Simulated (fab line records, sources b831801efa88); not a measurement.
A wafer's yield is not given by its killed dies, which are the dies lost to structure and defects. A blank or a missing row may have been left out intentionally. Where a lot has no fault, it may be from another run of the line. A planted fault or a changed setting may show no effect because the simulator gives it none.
Comparing a struck lot with a sound one || flow gf180mcu || 14 out of 602 route steps
Sound: these wafers, L930.2, L930.3, L930.5. Struck: wafers L920.1, L920.5, L920.6. Last of all comes the cause.
For every step that has rows: the tool of each side, followed by ch and its chambers, followed by its first start. Under that, the readings that differ: sound wafers || struck wafers || difference of the means || sigmas: that difference in standard deviations of wafers without a fault.
alike: a reading whose means differ by less than 2 such deviations, as well as words and numbers matching on both sides. not compared: withheld readings; readings where some wafer has no value; bounds like >300 that might hide an equal value; numbers whose values overlap and for which the record gives no deviation.
Wherever a step has rows on one side only, a row that says differs or no value, or a row with sigmas, the two part there. Numbers that have no deviation but don't overlap get no sigmas and don't part them. Lack of a reading on every wafer of one side parts them only where that side has two or more wafers.

first, 5 steps without rows for these wafers: GF_V4_COAT_09 (resist thk 1000 nm); GF_V4_SOFTBAKE_10 (time 60 s); GF_V4_EXPOSE_11 (exposes mask Via4, target cd 260 nm); GF_V4_PEB_12 (peb time 90 s); GF_V4_DEVELOP_13 (develop time 60 s).
GF_V4_CD_MEAS_14 targets a cd of 260 nm.
  struck on cd sem-02, day 26 11:22; sound on cd sem-01, day 29 13:23
  alike: cd nm
GF_V4_OVL_MEAS_15:
  struck on overlay-02, day 26 11:29; sound on overlay-02, day 29 13:29
  alike: V4_OVL
GF_V4_ETCH_16: etches BARC in N2/H2.
  sound on rie diel-02 ch 0,3, day 29 13:31; struck on rie diel-04 ch 0,1,2, day 26 11:31
  alike: chamber pressure mTorr, drypump motor current A, n2 flow sccm, oes product au, throttle valve pct
GF_V4_ETCH_17: etches SiO2 in C4F8/O2/Ar, stops on TiN, target depth 630 nm.
  sound: rie diel-02 ch 0,3; struck: rie diel-04 ch 0,1,2
  alike: chamber pressure mTorr, oes product au
GF_V4_STRIP_18: strips in O2/N2.
  sound on plasma asher-01 ch 1, day 29 13:39; struck on plasma asher-01 ch 0,1, day 26 11:39
  alike: chamber pressure mTorr, drypump motor current A, heater power w, n2 flow sccm, oes product au
  not compared: rf hours counter h
then, 2 steps without rows for these wafers: GF_V4_STRIP_19 (strips in post etch residue remover, time 1200 s); GF_V4_CLEAN_20 (cleans in DIW).
GF_V4_SPUTTER_21: material Ti, target thk 15 nm, time 80.02 s.
  struck on pvd sputter-04, day 26 12:11; sound on pvd sputter-01, day 29 14:11
  no value came back on the struck wafers for cathode dc power W (W), chamber pressure pa (Pa), throttle valve pct (%); on the sound wafers cathode dc power W (W) reads 2500.0 2499.8 2499.5
GF_V4_SPUTTER_22: material TiN, target thk 10 nm, time 40 s.
  struck on pvd sputter-04, day 26 12:15; sound on pvd sputter-01, day 29 14:15
  alike: cathode dc power W, chamber pressure pa, throttle valve pct

== WHERE THEY PART ==
Only at GF_V4_SPUTTER_21, as far as this record shows. Later steps at which nothing parts them and some readings are alike: GF_V4_SPUTTER_22.

WHY: what the simulator had put in
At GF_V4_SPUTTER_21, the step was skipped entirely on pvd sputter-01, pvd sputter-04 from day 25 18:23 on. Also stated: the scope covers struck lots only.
